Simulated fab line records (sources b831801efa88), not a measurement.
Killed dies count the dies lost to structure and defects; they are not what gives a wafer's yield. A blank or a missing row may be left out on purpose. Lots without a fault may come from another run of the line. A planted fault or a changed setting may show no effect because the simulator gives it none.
Split-lot trial	flow sfq_line	route with 325 steps; 5 lots, 23 wafers read

## THE SPLIT
At SFQ_TRILAYER_M3_DEP_SPUTTER_073 (material Nb, target thk 200 nm, time 133.3 s), the setting time_s was moved away from the recipe's 133.3 s on 6 of the 23 wafers read, by -4.3% to +13.5%. The other wafers ran this setting at the recipe's value.

## FROM THE SPLIT TO THE READING: what the file shows between them, 3 steps
- SFQ_M3_RS_MEAS_919: measures by four-point-probe
- SFQ_TRILAYER_M3_LITHO_COAT_075: resist thk 600 nm (also split here: resist_thk_nm)
- SFQ_TRILAYER_M3_BARC_OPEN_METAL_ETCH_100: etches BARC in O2, target depth 125 nm, time 41.7 s (also split here: time_s)

## THE READING
oes_product_au, in a.u., at SFQ_TRILAYER_M3_ETCH_METAL_ETCH_078 (etches Nb in Cl2/Ar, stops on SiO2, target depth 240 nm, time 120 s). Fault-free wafers of this fab line usually give 0.891 a.u., standard deviation 0.0094 a.u.

wafer	tool, chamber at the split	time_s as run, s	against the recipe	oes_product_au, a.u.	against lot-mates on the recipe
L074.2	pvd_sputter-06, -	133.3	recipe	0.895	-
L074.4	pvd_sputter-06, -	133.3	recipe	0.888	-
L074.6	pvd_sputter-06, -	133.3	recipe	0.881	-
L075.1	pvd_sputter-06, -	127.6	-4.3%	0.871	-0.026
L075.2	pvd_sputter-06, -	127.6	-4.3%	0.885	-0.012
L075.4	pvd_sputter-06, -	127.6	-4.3%	0.863	-0.034
L075.5	pvd_sputter-06, -	133.3	recipe	0.896	-
L075.6	pvd_sputter-06, -	133.3	recipe	0.897	-
L078.1	pvd_sputter-06, -	133.3	recipe	0.890	-
L078.3	pvd_sputter-06, -	133.3	recipe	0.893	-
L078.4	pvd_sputter-06, -	133.3	recipe	0.873	-
L078.5	pvd_sputter-06, -	133.3	recipe	0.893	-
L078.6	pvd_sputter-06, -	133.3	recipe	0.895	-
L083.1	pvd_sputter-05, -	151.3	+13.5%	0.971	+0.082
L083.2	pvd_sputter-05, -	133.3	recipe	0.892	-
L083.4	pvd_sputter-05, -	133.3	recipe	0.887	-
L083.5	pvd_sputter-05, -	151.3	+13.5%	0.966	+0.077
L083.6	pvd_sputter-05, -	151.3	+13.5%	0.966	+0.077
L085.1	pvd_sputter-06, -	133.3	recipe	0.896	-
L085.2	pvd_sputter-06, -	133.3	recipe	0.903	-
L085.3	pvd_sputter-06, -	133.3	recipe	0.882	-
L085.4	pvd_sputter-06, -	133.3	recipe	0.886	-
L085.6	pvd_sputter-06, -	133.3	recipe	0.881	-

FIT RESULTS
A straight line over all 23 wafers: oes_product_au changes by +0.00554 a.u. for each +1% of time_s; r = +0.96; the points scatter about the line by 0.0079 a.u.
The same after taking each lot's own level away (the mean of its wafers on the recipe; 23 wafers): +0.00575 a.u. for each +1%; r = +0.97; scatter 0.0071 a.u.
Per that fit: largest time_s move, reading shift of 0.078 a.u.
Across the lots, their own levels run from 0.8880 to 0.8965 a.u., a range of 0.9 times the standard deviation given above.
Hence the lot-to-lot level has little effect on the slope; both slopes agree.
Check: for one of the wafers moved furthest among these (+13.5%), held out of the fit, the line's prediction against its lot-mates is +0.0763 a.u. Against them it came out at +0.0815 a.u.

## THESE WAFERS: OTHER SPLITS
Before the reading, these wafers also passed through other splits. Each is held against what the fit with the lots' levels taken away leaves over:
other split on the same wafers	wafers away from the commonest value	r with oes_product_au (lot level and that fit taken away)
SFQ_TRILAYER_M2_LITHO_EXPOSE_058 dose_mj	9	+0.14
SFQ_TRILAYER_I2_CMP_CMP_064 leave_above_ref_nm	9	+0.17
SFQ_TRILAYER_I2_VIA_LITHO_COAT_067 resist_thk_nm	10	+0.07
SFQ_TRILAYER_I2_VIA_ETCH_VIA_ETCH_070 bias_w	8	+0.17
SFQ_TRILAYER_M3_LITHO_COAT_075 resist_thk_nm	6	+0.00
SFQ_TRILAYER_M3_BARC_OPEN_METAL_ETCH_100 time_s	5	+0.26

## THE WHOLE CHAIN: every reading that the file lists as answering this split, in the file's order
step	what it does	reading	change (the file's fit)	r (the file's)
SFQ_TRILAYER_M3_DEP_SPUTTER_073	material Nb, target thk 200 nm, time 133.3 s	Nb_of_TRILAYER_M3_DEP_SPUTTER_073.thk_nm (the simulator's own value, which no gauge read)	+2.17 nm for each +1% of the setting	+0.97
SFQ_M3_RS_MEAS_919	measures by four-point-probe	M3_NB_RS	-0.00878 for each +1% of the setting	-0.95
SFQ_TRILAYER_M3_ETCH_METAL_ETCH_078	etches Nb in Cl2/Ar, stops on SiO2, target depth 240 nm, time 120 s	oes_product_au	+0.00575 a.u. for each +1% of the setting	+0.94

## FILE'S OWN FIT
oes_product_au changes by +0.00575 a.u. for each +1% of time_s, r = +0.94.
